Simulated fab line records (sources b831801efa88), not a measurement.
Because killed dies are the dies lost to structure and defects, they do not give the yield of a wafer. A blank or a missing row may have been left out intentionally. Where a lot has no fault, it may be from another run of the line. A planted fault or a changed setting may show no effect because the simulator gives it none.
Which tool was responsible?    flow sky130    24 lots, 72 wafers sampled, at 6 steps of a route of 708

## WHAT EACH GAUGE READ, for each wafer
SKY_LDD_HVP_OVL_MEAS_07. Usual: LDD_HVP_OVL 0.8 nm, standard deviation 1.4.
lot   measured      on          LDD_HVP_OVL (nm)  flag
L074  day 22 04:29  overlay-02  -0.7 -0.4 2.1     
L075  day 23 02:23  overlay-02  0.6 1.0 -0.2      
L077  day 23 04:33  overlay-01  -1.8 0.5 1.5      
L076  day 23 04:38  overlay-02  1.2 1.3 1.6       
L079  day 23 21:53  overlay-02  -1.6 -0.7 -1.7    
L080  day 24 03:08  overlay-01  3.4 3.5 3.4       
L078  day 24 07:29  overlay-02  -0.2 1.2 -0.5     
L081  day 24 13:47  overlay-02  0.9 -0.2 0.9      
L082  day 24 15:05  overlay-02  3.9 2.1 2.7       
L083  day 25 10:26  overlay-01  2.3 1.9 2.8       
L084  day 25 16:17  overlay-02  1.4 1.5 2.1       
L085  day 26 00:29  overlay-01  1.8 2.4 1.2       
L087  day 26 05:56  overlay-01  1.6 -0.7 0.1      
L086  day 26 07:08  overlay-01  2.8 1.1 1.9       
L088  day 27 03:14  overlay-02  -0.9 -1.1 -1.3    
L089  day 27 08:59  overlay-02  1.4 -0.5 0.1      
L090  day 27 18:59  overlay-01  2.5 1.9 3.9       
L091  day 27 21:23  overlay-01  -1.1 0.2 -0.8     
L092  day 28 07:44  overlay-02  -0.8 -2.1 -0.1    
L093  day 28 12:14  overlay-01  1.4 -0.3 0.3      
L094  day 28 21:26  overlay-01  0.5 -0.6 1.9      
L095  day 28 23:56  overlay-01  -0.1 0.5 1.3      
L096  day 29 13:20  overlay-01  2.4 2.7 2.2       
L097  day 29 15:27  overlay-01  2.0 2.3 1.6       

SKY_SD_N_RS_MEAS_17: the measuring method here is four-point-probe. Usual: SD_P_RS 146.8 ohm/sq, standard deviation 0.37.
lot   measured      on             SD_P_RS (ohm/sq)   flag
L074  day 28 12:00  film_metro-02  147.1 146.8 147.3  
L075  day 29 08:55  film_metro-04  146.4 146.1 147.0  
L077  day 29 11:11  film_metro-04  146.5 146.5 146.6  
L076  day 29 12:41  film_metro-04  146.5 146.8 146.6  
L079  day 30 01:47  film_metro-04  146.4 146.4 146.4  
L080  day 30 06:01  film_metro-02  147.4 147.4 147.5  
L078  day 30 09:46  film_metro-04  146.9 146.9 146.5  
L081  day 30 15:58  film_metro-02  147.1 147.0 146.7  
L082  day 30 19:15  film_metro-03  147.3 147.3 147.5  
L083  day 31 11:26  film_metro-04  146.7 146.7 147.2  
L084  day 31 19:40  film_metro-04  146.6 146.8 146.6  
L085  day 32 03:44  film_metro-03  147.3 147.5 147.3  
L087  day 32 06:14  film_metro-03  146.8 146.7 146.7  
L086  day 32 07:49  film_metro-03  146.9 147.1 147.0  
L088  day 33 02:50  film_metro-03  146.9 146.6 146.5  
L089  day 33 07:50  film_metro-04  146.2 146.7 146.6  
L090  day 33 17:50  film_metro-03  146.4 146.4 146.2  
L091  day 33 18:29  film_metro-04  147.1 147.1 146.7  
L092  day 34 06:24  film_metro-02  147.3 147.1 146.9  
L093  day 34 11:01  film_metro-04  146.6 146.0 145.9  
L094  day 34 17:47  film_metro-02  146.8 147.1 147.2  
L095  day 34 20:35  film_metro-03  146.8 146.6 146.3  
L096  day 35 07:55  film_metro-02  146.6 146.4 146.6  
L097  day 35 11:41  film_metro-03  146.8 146.4 146.6  

SKY_CONTACT_THK_MEAS_03. Usual: CONTACT_HDPCVD_THK 566 nm, standard deviation 5.4.
lot   measured      on             CONTACT_HDPCVD_THK (nm)  flag
L074  day 30 23:36  film_metro-01  560 554 571              
L075  day 31 18:59  film_metro-03  571 565 564              
L077  day 31 21:14  film_metro-03  566 567 568              
L076  day 32 00:08  film_metro-01  563 564 560              
L079  day 32 14:08  film_metro-02  562 560 553              
L080  day 32 16:35  film_metro-03  570 568 572              
L078  day 32 20:20  film_metro-03  566 567 564              
L081  day 33 01:47  film_metro-03  572 557 573              
L082  day 33 05:48  film_metro-01  561 561 560              
L083  day 33 21:38  film_metro-02  563 564 566              
L084  day 34 04:52  film_metro-02  562 555 565              
L085  day 34 13:20  film_metro-02  567 566 561              
L087  day 34 14:35  film_metro-02  573 568 566              
L086  day 34 15:49  film_metro-03  571 571 566              
L088  day 35 10:45  film_metro-02  561 563 561              
L089  day 35 15:01  film_metro-03  567 570 569              
L090  day 36 02:11  film_metro-02  565 570 568              
L091  day 36 02:26  film_metro-03  563 567 565              
L092  day 36 14:13  film_metro-03  566 571 567              
L093  day 36 18:10  film_metro-02  575 574 574              
L094  day 37 00:43  film_metro-01  567 564 566              
L095  day 37 03:08  film_metro-01  565 569 567              
L096  day 37 15:53  film_metro-03  573 575 580              
L097  day 37 19:58  film_metro-02  567 565 559              

SKY_VIA2_THK_MEAS_23: measures by xrf. Usual: VIA2_W_THK 426 nm, standard deviation 11.
lot   measured      on             VIA2_W_THK (nm)  flag
L074  day 36 20:54  film_metro-03  443 441 432      
L075  day 37 16:02  film_metro-01  430 429 408      
L077  day 37 17:25  film_metro-01  415 414 415      
L076  day 37 20:31  film_metro-01  425 415 425      
L079  day 38 08:00  film_metro-02  427 425 432      
L080  day 38 12:29  film_metro-02  435 426 428      
L078  day 38 15:30  film_metro-01  423 417 407      
L081  day 38 19:52  film_metro-03  424 419 427      
L082  day 39 00:29  film_metro-01  416 415 412      
L083  day 39 16:01  film_metro-01  417 432 421      
L084  day 39 20:14  film_metro-02  428 429 428      
L085  day 40 05:49  film_metro-01  410 409 409      
L087  day 40 07:24  film_metro-01  422 430 427      
L086  day 40 08:31  film_metro-03  434 436 430      
L088  day 41 02:42  film_metro-03  434 433 432      
L089  day 41 06:21  film_metro-03  440 432 441      
L090  day 41 14:48  film_metro-03  427 443 444      
L091  day 41 16:46  film_metro-01  417 412 419      
L092  day 42 03:42  film_metro-02  437 434 448      
L093  day 42 05:45  film_metro-01  420 423 412      
L094  day 42 11:37  film_metro-02  437 444 440      
L095  day 42 11:44  film_metro-03  438 440 435      
L096  day 43 00:53  film_metro-02  438 443 427      
L097  day 43 05:13  film_metro-01  416 406 399      

SKY_METAL4_CD_MEAS_13: target cd 300 nm. Usual: 300.4 nm for cd_nm, sd 1.5.
lot   measured      on         cd_nm (nm)         flag
L074  day 42 05:08  cd_sem-01  298.5 299.2 298.6  
L075  day 43 07:39  cd_sem-02  300.1 300.7 299.9  
L077  day 43 07:35  cd_sem-01  300.2 299.1 300.1  
L076  day 43 07:43  cd_sem-01  298.0 299.1 297.9  
L079  day 43 11:41  cd_sem-02  301.1 301.2 300.9  
L080  day 43 17:26  cd_sem-01  298.4 296.8 296.7  
L078  day 43 22:03  cd_sem-01  302.6 302.5 302.8  
L081  day 44 01:01  cd_sem-02  301.6 302.1 301.1  
L082  day 44 04:50  cd_sem-01  300.2 301.3 299.0  
L083  day 44 20:23  cd_sem-01  303.5 301.0 302.8  
L084  day 44 23:20  cd_sem-02  301.2 300.2 299.8  
L085  day 45 08:11  cd_sem-01  299.9 299.0 298.1  
L087  day 45 09:15  cd_sem-02  300.0 297.5 298.7  
L086  day 45 09:36  cd_sem-01  301.5 303.1 301.7  
L088  day 46 04:47  cd_sem-01  301.1 301.8 301.6  
L089  day 46 06:28  cd_sem-02  298.7 299.5 298.5  
L090  day 46 11:23  cd_sem-02  299.2 300.1 298.8  
L091  day 46 13:22  cd_sem-02  300.0 300.3 299.2  
L092  day 46 21:57  cd_sem-01  301.4 300.0 300.4  
L093  day 47 01:25  cd_sem-01  302.6 303.2 301.9  
L094  day 47 04:49  cd_sem-02  299.8 300.1 298.5  
L095  day 47 05:31  cd_sem-01  299.6 299.3 299.3  
L096  day 47 18:42  cd_sem-02  301.1 300.8 301.3  
L097  day 48 00:22  cd_sem-02  300.9 302.6 302.0  

## WHAT TOOL EACH LOT RAN ON (gives the tool, then ch and the chambers of the sampled wafers, and finally the start)
lot   SKY_LI_CONTACT_CMP_24
L074  cmp-01 ch 1,2, day 29 17:50
L075  cmp-01 ch 1,3, day 30 14:07
L077  cmp-02 ch 1,2,3, day 30 16:25
L076  cmp-01 ch 0,1,3, day 30 19:02
L079  cmp-01 ch 0,1,2, day 31 08:46
L080  cmp-01 ch 0,3, day 31 11:24
L078  cmp-01 ch 1,3, day 31 15:32
L081  cmp-02 ch 1,2, day 31 21:07
L082  cmp-01 ch 1,2,3, day 32 00:41
L083  cmp-01 ch 1,2,3, day 32 17:28
L084  cmp-01 ch 0,1, day 33 01:01
L085  cmp-01 ch 0,1,2, day 33 08:47
L087  cmp-02 ch 1,3, day 33 10:58
L086  cmp-02 ch 0,2,3, day 33 11:52
L088  cmp-02 ch 0,1,2, day 34 06:50
L089  cmp-01 ch 1,2, day 34 11:40
L090  cmp-01 ch 0,1, day 34 22:36
L091  cmp-02 ch 0,3, day 34 23:24
L092  cmp-02 ch 0,1,3, day 35 10:29
L093  cmp-01 ch 1,2,3, day 35 13:42
L094  cmp-01 ch 0,1,2, day 35 21:20
L095  cmp-02 ch 0,3, day 35 23:54
L096  cmp-01 ch 1,3, day 36 12:15
L097  cmp-02 ch 2,3, day 36 15:55
- SKY_LI_CONTACT_CMP_24: polishes, stops on PSG, t overpolish 20 s, target thk 0 nm.

## AS READ BY THE TOOLS THEMSELVES (means over the sampled wafers that have a number; for cases with no such wafer, the mark the record gives instead)
SKY_LI_CONTACT_CMP_24. Usual: motor_current_A 11.3 A, standard deviation 0.72; overpolish_run_s 20.001 s, standard deviation 0.0087; time_to_endpoint_s 98 s, standard deviation 3.1.
lot   tool    motor_current_A (A)  overpolish_run_s (s)  time_to_endpoint_s (s)  flag
L074  cmp-01  11.1                 20.008                102                     
L075  cmp-01  11.1                 20.007                95                      
L077  cmp-02  11.6                 20.002                95                      
L076  cmp-01  11.2                 20.009                97                      
L079  cmp-01  11.2                 20.010                99                      
L080  cmp-01  11.0                 19.996                98                      
L078  cmp-01  10.8                 20.004                97                      
L081  cmp-02  11.1                 19.998                98                      
L082  cmp-01  11.1                 20.000                101                     
L083  cmp-01  11.2                 20.001                98                      
L084  cmp-01  10.7                 20.004                95                      
L085  cmp-01  11.1                 19.993                98                      
L087  cmp-02  11.2                 20.001                97                      
L086  cmp-02  12.0                 20.001                97                      
L088  cmp-02  11.4                 19.999                100                     
L089  cmp-01  11.1                 19.993                97                      
L090  cmp-01  11.0                 20.003                95                      
L091  cmp-02  11.7                 20.002                98                      
L092  cmp-02  11.0                 19.998                99                      
L093  cmp-01  11.1                 20.007                92                      
L094  cmp-01  10.9                 19.999                95                      
L095  cmp-02  11.5                 19.995                102                     
L096  cmp-01  11.0                 19.993                95                      
L097  cmp-02  12.6                 19.999                100                     

## THE ANSWER, worked out from the rows above alone
Rule: a lot is off if the mean of its wafers that have a number lies more than 3 standard deviations from the usual mean. Also off: a lot with no number at a reading for which 4 or more lots have one. All remaining lots with rows at the step are treated as sound. After the gauges, taken in route order, come the tools' own readings; for these a lot's mean is taken, as printed above. The first step at which some lot is off is used, and at that step the reading that is off furthest; a lot without a number counts as furthest.
Nothing can be told from this: no lot is off at any reading shown.

## WHAT THE SIMULATOR PUT IN
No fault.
